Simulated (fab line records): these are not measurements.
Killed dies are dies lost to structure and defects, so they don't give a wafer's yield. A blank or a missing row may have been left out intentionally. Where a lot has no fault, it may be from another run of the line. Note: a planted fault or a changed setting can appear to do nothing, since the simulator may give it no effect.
8D (eight disciplines) problem report, filled in by code    flow gf180mcu    the parts of the form that need people (team, actions taken, sign-off) are left out

1. THE ISSUE
TOP_METAL_ALCU_RS at GF_TOP_METAL_RS_MEAS_05 reads a mean of 0.03015 ohm/sq on 4 wafers of 2 lots; wafers without a fault read 0.03285 ohm/sq with a standard deviation of 0.00029. That puts it -9.3 standard deviations away from the usual mean.
The step: measures by four-point-probe.
Earliest sighting: wafer L723.3 on filmMetro-02 at day 31 11:14. The record has a number at this step for 18 wafers belonging to 6 lots. By rule, "out" or "out of limits" means more than 4 standard deviations away from the usual mean. All remaining wafers that have a number are taken as sound.

2. WHAT IT IS, AND WHAT IT ISN'T
question                     is                              is not
which readings at this step  TOP_METAL_ALCU_RS               -
which lots                   L723, L724                      L711, L714, L729, L731
which wafers of those lots   L723.3, L723.6, L724.3, L724.6  L723.4, L724.1
read on which gauges         filmMetro-02                    filmMetro-04
when                         from day 31 11:14               up to then (7 sound wafers); but 7 sound wafers of L724, L729, L731 came after

3. WHAT RULES OUT EACH SUSPECT
Counting: any tool at a process step up to the reading remains a suspect provided it ran every lot that is out. Sound lots after the first of them don't rule it out here, since some wafers of a struck lot are sound.
- the gauge at GF_TOP_METAL_RS_MEAS_05: kept. All the wafers that are out were read on filmMetro-02, and no step on other tools shows them out.
- pvdSputter-03 at GF_V5_SPUTTER_21 (material Ti, target thk 15 nm, time 80.02 s): kept. It ran every lot that is out, first L723 (day 31 10:17).
- pvdSputter-02 at GF_TOP_METAL_SPUTTER_02 (material AlCu, target thk 900 nm, time 47.82 s): kept. Every lot that is out went through it, the first being L723 (day 31 11:07); the last sound lot it ran before that was L714 (day 28 13:25).
- pvdSputter-02 at GF_TOP_METAL_SPUTTER_04 (material TiN, target thk 25 nm, time 20.8 s): kept. Every lot that is out went through it, the first being L723 (day 31 11:10); the last sound lot it ran before that was L714 (day 28 13:28).
Left after counting: pvdSputter-03 at GF_V5_SPUTTER_21, pvdSputter-02 at GF_TOP_METAL_SPUTTER_02, pvdSputter-02 at GF_TOP_METAL_SPUTTER_04, filmMetro-02 at GF_TOP_METAL_RS_MEAS_05.

4. THE CAUSE (what the simulator had put in)
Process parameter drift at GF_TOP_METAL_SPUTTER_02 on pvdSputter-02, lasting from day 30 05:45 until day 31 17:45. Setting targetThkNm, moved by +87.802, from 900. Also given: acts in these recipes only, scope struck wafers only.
Of the 4 suspects that counting leaves, this tool is one.

5. SEQUENCE OF EFFECTS, ordered by route
Rows list readings where the struck wafers' mean (over those with a number) sits beyond 3 standard deviations from the usual. Scope: only readings with a usual standard deviation given in the record; hours: median across lots of the time from each lot's start at the first step in this table that gives one to its start at this step; sigmas: change in usual standard deviations.
hours  step                        reading             usual           on struck wafers  change    sigmas
0      GF_TOP_METAL_RS_MEAS_05     TOP_METAL_ALCU_RS   0.03285 ohm/sq  0.03015           -0.00270  -9.3
0      GF_TOP_METAL_THK_MEAS_06    TOP_METAL_ALCU_THK  900 nm          982               +82       +9.2
17     GF_TOP_METAL_METAL_ETCH_16  oesProductAu        0.964 a.u.      0.989             +0.025    +3.8
It contains these process steps:
- GF_TOP_METAL_METAL_ETCH_16: etches the open film in Cl2/BCl3, stops on SiO2, target depth 1077.5 nm, time 179.6 s.
At these later measuring or inspecting steps, every struck wafer for which the step has a row has a number for every such reading, and none has moved that far: GF_TOP_METAL_CD_MEAS_14, GF_TOP_METAL_OVL_MEAS_15.

6. HOW IT WOULD HAVE BEEN CAUGHT EARLIER
In this record the first reading out of limits at a measuring or inspecting step was taken at day 31 11:14, 29 hours after the fault began at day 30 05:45.
An alarm limit of 4 standard deviations would not have fired on the tool readings at GF_TOP_METAL_SPUTTER_02 for which the record gives a usual standard deviation, since none of them was out on any struck wafer.
L724, from the lots that are out (2), started GF_TOP_METAL_SPUTTER_02 on pvdSputter-02 later than day 31 11:14. Putting the tool on hold at that point would have spared it.
